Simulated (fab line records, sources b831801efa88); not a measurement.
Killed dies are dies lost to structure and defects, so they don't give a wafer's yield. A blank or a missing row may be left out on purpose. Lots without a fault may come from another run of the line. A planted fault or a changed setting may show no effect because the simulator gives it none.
Chamber matching | flow sky130 | SKY_CONTACT_ETCH_16 on rie_diel-03: 4 sister chambers
The step etches BARC in N2/H2, stops on SiO2, time 45.9 s, target depth 60 nm. 4 wafers are shown with their chamber, then 8 later ones without.

WAFERS WITH THEIR CHAMBER
wafer  | chamber | drypump_motor_current_A (A)
L412.2 | 3       | 6.3
L412.4 | 0       | 5.9
L415.2 | 1       | 5.4
L417.1 | 2       | 5.7

WAFERS WITHOUT THEIR CHAMBER
wafer  | drypump_motor_current_A (A)
L417.4 | 5.9
L417.5 | 5.8
L421.1 | 5.6
L421.2 | 6.3
L421.5 | 6.3
L429.1 | 5.8
L429.3 | 6.3
L429.4 | 5.6

WHICH CHAMBER EACH WENT THROUGH
wafer  | from the rows above     | in truth
L417.4 | 0                       | 0
L417.5 | can't be placed: 2 or 0 | 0
L421.1 | can't be placed: 2 or 1 | 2
L421.2 | 3                       | 3
L421.5 | 3                       | 3
L429.1 | can't be placed: 2 or 0 | 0
L429.3 | 3                       | 3
L429.4 | can't be placed: 2 or 1 | 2
Placed correctly: 4 of 8. Can't be placed from these rows: 4 (the true chamber is among the candidates in 4). Placed wrongly: 0.
How it was worked out, from the rows above alone: a wafer's distance from a chamber is the root of the sum, over the readings, of the square of ((its reading less the chamber's mean) divided by the reading's scatter). The wafer belongs to the nearest chamber; if the next one is less than 2 further off, it can't be placed. A chamber's mean is the mean of its shown wafers. The scatter: with one shown wafer a chamber, the root of the mean of the squares of how far each hidden wafer lies from its nearest shown one.
